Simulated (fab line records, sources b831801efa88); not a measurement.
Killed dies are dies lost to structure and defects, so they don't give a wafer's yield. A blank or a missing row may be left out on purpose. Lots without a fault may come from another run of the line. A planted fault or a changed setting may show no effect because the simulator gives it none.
Chamber matching | flow sky130 | SKY_POLY_GATE_ETCH_15 on rie_diel-03: 4 sister chambers
The step etches BARC in N2/H2, stops on SiO2, time 118.5 s, target depth 110 nm. 16 wafers are shown with their chamber, then 8 later ones without.

WAFERS WITH THEIR CHAMBER
wafer  | chamber | throttle_valve_pct (%) | oes_product_au (a.u.)
L322.2 | 3       | 13.205                 | 0.711
L322.3 | 2       | 13.221                 | 0.717
L322.6 | 1       | 13.224                 | 0.715
L327.1 | 0       | 13.210                 | 0.719
L327.3 | 2       | 13.215                 | 0.723
L327.5 | 2       | 13.223                 | 0.724
L330.1 | 2       | 13.221                 | 0.723
L330.5 | 0       | 13.215                 | 0.716
L330.6 | 3       | 13.197                 | 0.718
L331.2 | 1       | 13.198                 | 0.715
L331.3 | 2       | 13.206                 | 0.710
L331.6 | 1       | 13.207                 | 0.713
L334.1 | 2       | 13.209                 | 0.720
L334.3 | 1       | 13.212                 | 0.711
L334.5 | 2       | 13.208                 | 0.712
L335.1 | 2       | 13.202                 | 0.713

SIGNATURES (means of the wafers above)
reading            | chamber 0 | chamber 1 | chamber 2 | chamber 3 | scatter within a chamber
throttle_valve_pct | 13.21250  | 13.21025  | 13.21312  | 13.20100  | 0.00837
oes_product_au     | 0.71750   | 0.71350   | 0.71775   | 0.71450   | 0.00461
Rule: a wafer's distance from a chamber is the root of the sum, over the readings, of the square of ((its reading less the chamber's mean) divided by the reading's scatter). The wafer belongs to the nearest chamber; if the next one is less than 2 further off, it can't be placed. The scatter: the root of (the sum of the squares of (reading less its chamber's mean) over the shown wafers, divided by (wafers less chambers)).

WAFERS WITHOUT THEIR CHAMBER
wafer  | throttle_valve_pct (%) | oes_product_au (a.u.)
L335.2 | 13.222                 | 0.717
L335.5 | 13.228                 | 0.715
L337.1 | 13.217                 | 0.709
L337.2 | 13.216                 | 0.717
L337.4 | 13.211                 | 0.716
L342.1 | 13.218                 | 0.713
L342.4 | 13.202                 | 0.715
L342.5 | 13.224                 | 0.714

WHICH CHAMBER EACH WENT THROUGH
wafer  | from the rows above               | in truth
L335.2 | can't be placed: 2 or 0 or 1 or 3 | 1
L335.5 | can't be placed: 2 or 0 or 1 or 3 | 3
L337.1 | can't be placed: 1 or 0 or 2 or 3 | 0
L337.2 | can't be placed: 2 or 0 or 1 or 3 | 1
L337.4 | can't be placed: 0 or 2 or 1 or 3 | 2
L342.1 | can't be placed: 1 or 0 or 2 or 3 | 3
L342.4 | can't be placed: 3 or 1 or 0 or 2 | 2
L342.5 | can't be placed: 2 or 0 or 1 or 3 | 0
Placed correctly: 0 of 8. Can't be placed from these rows: 8 (the true chamber is among the candidates in 8). Placed wrongly: 0.
